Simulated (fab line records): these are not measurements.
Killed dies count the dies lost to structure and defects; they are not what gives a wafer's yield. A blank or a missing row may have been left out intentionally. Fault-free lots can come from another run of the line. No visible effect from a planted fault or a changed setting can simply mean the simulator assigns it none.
What tool caused it? || flow gf180mcu || 12 lots with 36 wafers sampled at 5 steps, on a route of 602 steps

== WHAT EACH GAUGE READ, for each wafer ==
GF_POLY_GATE_CD_MEAS_10 targets a cd of 280 nm. Usual: cd-nm 280.2 nm, standard deviation 1.3.
{"lot": "L805", "measured": "day 9 00:59", "on": "cd-sem-02", "cd-nm (nm)": "280.7 280.3 280.9", "flag": ""}
{"lot": "L806", "measured": "day 9 07:25", "on": "cd-sem-02", "cd-nm (nm)": "281.5 280.6 280.2", "flag": ""}
{"lot": "L809", "measured": "day 10 13:24", "on": "cd-sem-01", "cd-nm (nm)": "280.5 279.2 278.7", "flag": ""}
{"lot": "L811", "measured": "day 11 01:41", "on": "cd-sem-01", "cd-nm (nm)": "278.1 280.8 279.5", "flag": ""}
{"lot": "L812", "measured": "day 11 12:16", "on": "cd-sem-02", "cd-nm (nm)": "280.7 281.1 280.7", "flag": ""}
{"lot": "L813", "measured": "day 11 12:51", "on": "cd-sem-01", "cd-nm (nm)": "278.6 279.2 280.1", "flag": ""}
{"lot": "L822", "measured": "day 14 06:02", "on": "cd-sem-02", "cd-nm (nm)": "277.2 278.2 277.9", "flag": ""}
{"lot": "L823", "measured": "day 14 14:02", "on": "cd-sem-01", "cd-nm (nm)": "281.0 279.9 280.5", "flag": ""}
{"lot": "L824", "measured": "day 14 20:40", "on": "cd-sem-02", "cd-nm (nm)": "280.1 280.8 278.7", "flag": ""}
{"lot": "L826", "measured": "day 15 12:41", "on": "cd-sem-02", "cd-nm (nm)": "280.0 280.3 280.6", "flag": ""}
{"lot": "L827", "measured": "day 15 18:32", "on": "cd-sem-02", "cd-nm (nm)": "279.5 279.7 279.5", "flag": ""}
{"lot": "L828", "measured": "day 15 22:44", "on": "cd-sem-02", "cd-nm (nm)": "281.6 280.8 281.0", "flag": ""}

GF_HV_LDD_THK_MEAS_55. Usual: HV_LDD_CVD_54_THK typically reads 9.98 nm, with standard deviation 0.16.
{"lot": "L805", "measured": "day 12 05:35", "on": "film-metro-02", "HV_LDD_CVD_54_THK (nm)": "10.11 10.11 9.98", "flag": ""}
{"lot": "L806", "measured": "day 12 13:43", "on": "film-metro-03", "HV_LDD_CVD_54_THK (nm)": "10.14 9.99 9.98", "flag": ""}
{"lot": "L809", "measured": "day 13 20:30", "on": "film-metro-03", "HV_LDD_CVD_54_THK (nm)": "9.92 9.79 9.88", "flag": ""}
{"lot": "L811", "measured": "day 14 14:14", "on": "film-metro-03", "HV_LDD_CVD_54_THK (nm)": "10.12 10.08 10.04", "flag": ""}
{"lot": "L812", "measured": "day 15 01:58", "on": "film-metro-02", "HV_LDD_CVD_54_THK (nm)": "19.72 19.79 19.78", "flag": "OFF"}
{"lot": "L813", "measured": "day 15 02:59", "on": "film-metro-01", "HV_LDD_CVD_54_THK (nm)": "20.02 19.94 19.90", "flag": "OFF"}
{"lot": "L822", "measured": "day 18 03:01", "on": "film-metro-03", "HV_LDD_CVD_54_THK (nm)": "10.10 10.03 10.02", "flag": ""}
{"lot": "L823", "measured": "day 18 15:19", "on": "film-metro-03", "HV_LDD_CVD_54_THK (nm)": "9.76 9.81 9.92", "flag": ""}
{"lot": "L824", "measured": "day 18 19:14", "on": "film-metro-01", "HV_LDD_CVD_54_THK (nm)": "9.86 9.85 9.79", "flag": ""}
{"lot": "L826", "measured": "day 19 15:48", "on": "film-metro-03", "HV_LDD_CVD_54_THK (nm)": "9.99 9.93 9.99", "flag": ""}
{"lot": "L827", "measured": "day 19 20:15", "on": "film-metro-02", "HV_LDD_CVD_54_THK (nm)": "9.76 9.78 9.74", "flag": ""}
{"lot": "L828", "measured": "day 19 23:51", "on": "film-metro-02", "HV_LDD_CVD_54_THK (nm)": "10.12 10.06 10.03", "flag": ""}

== WHICH TOOL RAN EACH LOT (tool, then ch and the chambers of the sampled wafers, then the start) ==
{"lot": "L805", "GF_DUAL_GATE_STRIP_13": "plasma-asher-03 ch 1, day 8 05:43", "GF_POLY_GATE_ETCH_13": "rie-si-02 ch 1,2, day 9 01:10", "GF_HV_LDD_CVD_54": "lpcvd-01 ch 1, day 12 04:34"}
{"lot": "L806", "GF_DUAL_GATE_STRIP_13": "plasma-asher-02 ch 0,1, day 8 11:34", "GF_POLY_GATE_ETCH_13": "rie-si-02 ch 0,2, day 9 07:37", "GF_HV_LDD_CVD_54": "lpcvd-01 ch 0, day 12 12:42"}
{"lot": "L809", "GF_DUAL_GATE_STRIP_13": "plasma-asher-04 ch 0,1, day 9 17:05", "GF_POLY_GATE_ETCH_13": "rie-si-01 ch 1,2,3, day 10 13:35", "GF_HV_LDD_CVD_54": "lpcvd-01 ch 1, day 13 19:28"}
{"lot": "L811", "GF_DUAL_GATE_STRIP_13": "plasma-asher-02 ch 0,1, day 10 05:07", "GF_POLY_GATE_ETCH_13": "rie-si-02 ch 0,1,3, day 11 01:52", "GF_HV_LDD_CVD_54": "lpcvd-01 ch 0, day 14 13:12"}
{"lot": "L812", "GF_DUAL_GATE_STRIP_13": "plasma-asher-04 ch 0,1, day 10 14:41", "GF_POLY_GATE_ETCH_13": "rie-si-01 ch 1,3, day 11 12:28", "GF_HV_LDD_CVD_54": "lpcvd-02 ch 1, day 15 00:56"}
{"lot": "L813", "GF_DUAL_GATE_STRIP_13": "plasma-asher-02 ch 0,1, day 10 14:48", "GF_POLY_GATE_ETCH_13": "rie-si-02 ch 0,2,3, day 11 13:02", "GF_HV_LDD_CVD_54": "lpcvd-02 ch 0, day 15 01:58"}
{"lot": "L822", "GF_DUAL_GATE_STRIP_13": "plasma-asher-03 ch 0,1, day 13 06:19", "GF_POLY_GATE_ETCH_13": "rie-si-01 ch 0,1,3, day 14 06:14", "GF_HV_LDD_CVD_54": "lpcvd-01 ch 1, day 18 01:59"}
{"lot": "L823", "GF_DUAL_GATE_STRIP_13": "plasma-asher-03 ch 0,1, day 13 13:32", "GF_POLY_GATE_ETCH_13": "rie-si-02 ch 0,2,3, day 14 14:14", "GF_HV_LDD_CVD_54": "lpcvd-02 ch 1, day 18 14:17"}
{"lot": "L824", "GF_DUAL_GATE_STRIP_13": "plasma-asher-04 ch 0, day 13 21:09", "GF_POLY_GATE_ETCH_13": "rie-si-02 ch 2,3, day 14 20:52", "GF_HV_LDD_CVD_54": "lpcvd-01 ch 0, day 18 18:13"}
{"lot": "L826", "GF_DUAL_GATE_STRIP_13": "plasma-asher-04 ch 0,1, day 14 09:46", "GF_POLY_GATE_ETCH_13": "rie-si-01 ch 0,2, day 15 12:54", "GF_HV_LDD_CVD_54": "lpcvd-02 ch 0, day 19 14:47"}
{"lot": "L827", "GF_DUAL_GATE_STRIP_13": "plasma-asher-02 ch 0, day 14 15:42", "GF_POLY_GATE_ETCH_13": "rie-si-01 ch 1,3, day 15 18:45", "GF_HV_LDD_CVD_54": "lpcvd-01 ch 1, day 19 19:14"}
{"lot": "L828", "GF_DUAL_GATE_STRIP_13": "plasma-asher-04 ch 0,1, day 14 22:11", "GF_POLY_GATE_ETCH_13": "rie-si-01 ch 1,2,3, day 15 22:55", "GF_HV_LDD_CVD_54": "lpcvd-01 ch 1, day 19 22:49"}
- GF_DUAL_GATE_STRIP_13: strips in O2/N2.
- GF_POLY_GATE_ETCH_13: etches poly-Si in HBr/Cl2, stops on SiO2, target depth 198.5 nm, time 69.6 s.
- GF_HV_LDD_CVD_54: deposits SiO2 from TEOS, target thk 10 nm, time 75 s.

== AS READ BY THE TOOLS THEMSELVES (means over the sampled wafers that have a number; for cases with no such wafer, the mark the record gives instead) ==
GF_DUAL_GATE_STRIP_13. Usual: drypump-motor-current-A 5.7 A, standard deviation 0.45; heater-power-w 324 W, standard deviation 23; oes-product-au 0.715 a.u., standard deviation 0.0044; strip-time-to-endpoint-s 12.64 s, standard deviation 0.039.
{"lot": "L805", "tool": "plasma-asher-03", "drypump-motor-current-A (A)": 5.6, "heater-power-w (W)": 367, "oes-product-au (a.u.)": 0.717, "strip-time-to-endpoint-s (s)": 12.70, "flag": ""}
{"lot": "L806", "tool": "plasma-asher-02", "drypump-motor-current-A (A)": 6.1, "heater-power-w (W)": 315, "oes-product-au (a.u.)": 0.711, "strip-time-to-endpoint-s (s)": 12.59, "flag": ""}
{"lot": "L809", "tool": "plasma-asher-04", "drypump-motor-current-A (A)": 5.2, "heater-power-w (W)": 302, "oes-product-au (a.u.)": 0.719, "strip-time-to-endpoint-s (s)": 12.68, "flag": ""}
{"lot": "L811", "tool": "plasma-asher-02", "drypump-motor-current-A (A)": 6.0, "heater-power-w (W)": 318, "oes-product-au (a.u.)": 0.721, "strip-time-to-endpoint-s (s)": 12.67, "flag": ""}
{"lot": "L812", "tool": "plasma-asher-04", "drypump-motor-current-A (A)": 5.2, "heater-power-w (W)": 310, "oes-product-au (a.u.)": 0.716, "strip-time-to-endpoint-s (s)": 12.62, "flag": ""}
{"lot": "L813", "tool": "plasma-asher-02", "drypump-motor-current-A (A)": 6.0, "heater-power-w (W)": 318, "oes-product-au (a.u.)": 0.715, "strip-time-to-endpoint-s (s)": 12.60, "flag": ""}
{"lot": "L822", "tool": "plasma-asher-03", "drypump-motor-current-A (A)": 5.7, "heater-power-w (W)": 352, "oes-product-au (a.u.)": 0.715, "strip-time-to-endpoint-s (s)": 12.66, "flag": ""}
{"lot": "L823", "tool": "plasma-asher-03", "drypump-motor-current-A (A)": 5.9, "heater-power-w (W)": 334, "oes-product-au (a.u.)": 0.716, "strip-time-to-endpoint-s (s)": 12.67, "flag": ""}
{"lot": "L824", "tool": "plasma-asher-04", "drypump-motor-current-A (A)": 5.2, "heater-power-w (W)": 312, "oes-product-au (a.u.)": 0.716, "strip-time-to-endpoint-s (s)": 12.65, "flag": ""}
{"lot": "L826", "tool": "plasma-asher-04", "drypump-motor-current-A (A)": 5.2, "heater-power-w (W)": 306, "oes-product-au (a.u.)": 0.715, "strip-time-to-endpoint-s (s)": 12.60, "flag": ""}
{"lot": "L827", "tool": "plasma-asher-02", "drypump-motor-current-A (A)": 5.8, "heater-power-w (W)": 309, "oes-product-au (a.u.)": 0.716, "strip-time-to-endpoint-s (s)": 12.62, "flag": ""}
{"lot": "L828", "tool": "plasma-asher-04", "drypump-motor-current-A (A)": 5.2, "heater-power-w (W)": 306, "oes-product-au (a.u.)": 0.714, "strip-time-to-endpoint-s (s)": 12.62, "flag": ""}

GF_POLY_GATE_ETCH_13. Usual: drypump-motor-current-A 5.7 A, standard deviation 0.46; oes-product-au 0.991 a.u., standard deviation 0.0066; throttle-valve-pct 33.684 %, standard deviation 0.0092.
{"lot": "L805", "tool": "rie-si-02", "drypump-motor-current-A (A)": 5.6, "oes-product-au (a.u.)": 0.980, "throttle-valve-pct (%)": 33.681, "flag": ""}
{"lot": "L806", "tool": "rie-si-02", "drypump-motor-current-A (A)": 5.8, "oes-product-au (a.u.)": 0.991, "throttle-valve-pct (%)": 33.688, "flag": ""}
{"lot": "L809", "tool": "rie-si-01", "drypump-motor-current-A (A)": 5.5, "oes-product-au (a.u.)": 0.990, "throttle-valve-pct (%)": 33.671, "flag": ""}
{"lot": "L811", "tool": "rie-si-02", "drypump-motor-current-A (A)": 5.5, "oes-product-au (a.u.)": 0.994, "throttle-valve-pct (%)": 33.679, "flag": ""}
{"lot": "L812", "tool": "rie-si-01", "drypump-motor-current-A (A)": 5.2, "oes-product-au (a.u.)": 1.002, "throttle-valve-pct (%)": 33.689, "flag": ""}
{"lot": "L813", "tool": "rie-si-02", "drypump-motor-current-A (A)": 5.6, "oes-product-au (a.u.)": 0.986, "throttle-valve-pct (%)": 33.692, "flag": ""}
{"lot": "L822", "tool": "rie-si-01", "drypump-motor-current-A (A)": 5.6, "oes-product-au (a.u.)": 0.993, "throttle-valve-pct (%)": 33.695, "flag": ""}
{"lot": "L823", "tool": "rie-si-02", "drypump-motor-current-A (A)": 5.6, "oes-product-au (a.u.)": 0.991, "throttle-valve-pct (%)": 33.691, "flag": ""}
{"lot": "L824", "tool": "rie-si-02", "drypump-motor-current-A (A)": 5.6, "oes-product-au (a.u.)": 0.993, "throttle-valve-pct (%)": 33.687, "flag": ""}
{"lot": "L826", "tool": "rie-si-01", "drypump-motor-current-A (A)": 6.2, "oes-product-au (a.u.)": 0.989, "throttle-valve-pct (%)": 33.689, "flag": ""}
{"lot": "L827", "tool": "rie-si-01", "drypump-motor-current-A (A)": 5.1, "oes-product-au (a.u.)": 0.997, "throttle-valve-pct (%)": 33.686, "flag": ""}
{"lot": "L828", "tool": "rie-si-01", "drypump-motor-current-A (A)": 5.5, "oes-product-au (a.u.)": 0.985, "throttle-valve-pct (%)": 33.677, "flag": ""}

GF_HV_LDD_CVD_54. Usual: spike-tc-bottom-C 700.8 C, standard deviation 1.9; spike-tc-centre-C 680.3 C, standard deviation 1; spike-tc-lower-C 680.6 C, standard deviation 1.1; spike-tc-top-C 696.5 C, standard deviation 2.8; spike-tc-upper-C 679.9 C, standard deviation 1.4; susceptor-temp-C 679.90 C, standard deviation 0.28; zone-power-centre-pct 9.83 %, standard deviation 0.25; zone-power-top-pct 21.4 %, standard deviation 2.3.
{"lot": "L805", "tool": "lpcvd-01", "spike-tc-bottom-C (C)": 703.2, "spike-tc-centre-C (C)": 679.8, "spike-tc-lower-C (C)": 681.8, "spike-tc-top-C (C)": 699.2, "spike-tc-upper-C (C)": 678.6, "susceptor-temp-C (C)": 680.10, "zone-power-centre-pct (%)": 9.55, "zone-power-top-pct (%)": 21.5, "flag": ""}
{"lot": "L806", "tool": "lpcvd-01", "spike-tc-bottom-C (C)": 700.3, "spike-tc-centre-C (C)": 680.8, "spike-tc-lower-C (C)": 679.6, "spike-tc-top-C (C)": 694.9, "spike-tc-upper-C (C)": 681.6, "susceptor-temp-C (C)": 679.76, "zone-power-centre-pct (%)": 9.97, "zone-power-top-pct (%)": 24.5, "flag": ""}
{"lot": "L809", "tool": "lpcvd-01", "spike-tc-bottom-C (C)": 703.6, "spike-tc-centre-C (C)": 680.2, "spike-tc-lower-C (C)": 681.0, "spike-tc-top-C (C)": 698.8, "spike-tc-upper-C (C)": 678.6, "susceptor-temp-C (C)": 680.19, "zone-power-centre-pct (%)": 9.51, "zone-power-top-pct (%)": 21.3, "flag": ""}
{"lot": "L811", "tool": "lpcvd-01", "spike-tc-bottom-C (C)": 700.9, "spike-tc-centre-C (C)": 680.9, "spike-tc-lower-C (C)": 679.6, "spike-tc-top-C (C)": 695.0, "spike-tc-upper-C (C)": 680.7, "susceptor-temp-C (C)": 679.70, "zone-power-centre-pct (%)": 10.03, "zone-power-top-pct (%)": 25.1, "flag": ""}
{"lot": "L812", "tool": "lpcvd-02", "spike-tc-bottom-C (C)": 728.1, "spike-tc-centre-C (C)": 709.1, "spike-tc-lower-C (C)": 709.6, "spike-tc-top-C (C)": 721.4, "spike-tc-upper-C (C)": 709.6, "susceptor-temp-C (C)": 708.69, "zone-power-centre-pct (%)": 10.68, "zone-power-top-pct (%)": 19.2, "flag": "OFF"}
{"lot": "L813", "tool": "lpcvd-02", "spike-tc-bottom-C (C)": 726.4, "spike-tc-centre-C (C)": 709.1, "spike-tc-lower-C (C)": 708.7, "spike-tc-top-C (C)": 725.5, "spike-tc-upper-C (C)": 710.3, "susceptor-temp-C (C)": 708.93, "zone-power-centre-pct (%)": 10.76, "zone-power-top-pct (%)": 24.0, "flag": "OFF"}
{"lot": "L822", "tool": "lpcvd-01", "spike-tc-bottom-C (C)": 702.6, "spike-tc-centre-C (C)": 679.9, "spike-tc-lower-C (C)": 681.5, "spike-tc-top-C (C)": 698.5, "spike-tc-upper-C (C)": 678.1, "susceptor-temp-C (C)": 679.64, "zone-power-centre-pct (%)": 9.53, "zone-power-top-pct (%)": 21.7, "flag": ""}
{"lot": "L823", "tool": "lpcvd-02", "spike-tc-bottom-C (C)": 700.1, "spike-tc-centre-C (C)": 679.3, "spike-tc-lower-C (C)": 680.5, "spike-tc-top-C (C)": 693.7, "spike-tc-upper-C (C)": 680.2, "susceptor-temp-C (C)": 680.20, "zone-power-centre-pct (%)": 10.10, "zone-power-top-pct (%)": 18.2, "flag": ""}
{"lot": "L824", "tool": "lpcvd-01", "spike-tc-bottom-C (C)": 700.7, "spike-tc-centre-C (C)": 682.0, "spike-tc-lower-C (C)": 679.8, "spike-tc-top-C (C)": 695.8, "spike-tc-upper-C (C)": 680.8, "susceptor-temp-C (C)": 680.08, "zone-power-centre-pct (%)": 10.15, "zone-power-top-pct (%)": 24.4, "flag": ""}
{"lot": "L826", "tool": "lpcvd-02", "spike-tc-bottom-C (C)": 697.8, "spike-tc-centre-C (C)": 681.3, "spike-tc-lower-C (C)": 680.6, "spike-tc-top-C (C)": 698.7, "spike-tc-upper-C (C)": 680.2, "susceptor-temp-C (C)": 680.32, "zone-power-centre-pct (%)": 10.08, "zone-power-top-pct (%)": 22.5, "flag": ""}
{"lot": "L827", "tool": "lpcvd-01", "spike-tc-bottom-C (C)": 701.5, "spike-tc-centre-C (C)": 681.0, "spike-tc-lower-C (C)": 681.2, "spike-tc-top-C (C)": 699.2, "spike-tc-upper-C (C)": 678.1, "susceptor-temp-C (C)": 679.66, "zone-power-centre-pct (%)": 9.59, "zone-power-top-pct (%)": 21.7, "flag": ""}
{"lot": "L828", "tool": "lpcvd-01", "spike-tc-bottom-C (C)": 703.1, "spike-tc-centre-C (C)": 679.4, "spike-tc-lower-C (C)": 681.1, "spike-tc-top-C (C)": 699.3, "spike-tc-upper-C (C)": 678.4, "susceptor-temp-C (C)": 679.49, "zone-power-centre-pct (%)": 9.46, "zone-power-top-pct (%)": 21.6, "flag": ""}

== THE ANSWER, worked out from the rows above alone ==
Rule: a lot is off if the mean of its wafers that have a number lies more than 3 standard deviations from the usual mean. Also off: a lot with no number at a reading for which 4 or more lots have one. All remaining lots with rows at the step are treated as sound. The gauges are gone through in route order, then the tools' own readings, and for those a lot's mean is taken as printed above. The first step at which some lot is off is used, and at that step the reading that is off furthest; a lot without a number counts as furthest.
Off: L812, L813, at GF_HV_LDD_THK_MEAS_55 (HV_LDD_CVD_54_THK).
A tool fits if, at a process step before that reading, it ran every lot that is off, and no sound lot after the first of them. Not tried: the gauges at GF_HV_LDD_THK_MEAS_55; whatever is off there is also off at GF_HV_LDD_CVD_54, on other tools, and gauge error can't account for it. No candidate that was tried fits.

== WHAT THE SIMULATOR PUT IN ==
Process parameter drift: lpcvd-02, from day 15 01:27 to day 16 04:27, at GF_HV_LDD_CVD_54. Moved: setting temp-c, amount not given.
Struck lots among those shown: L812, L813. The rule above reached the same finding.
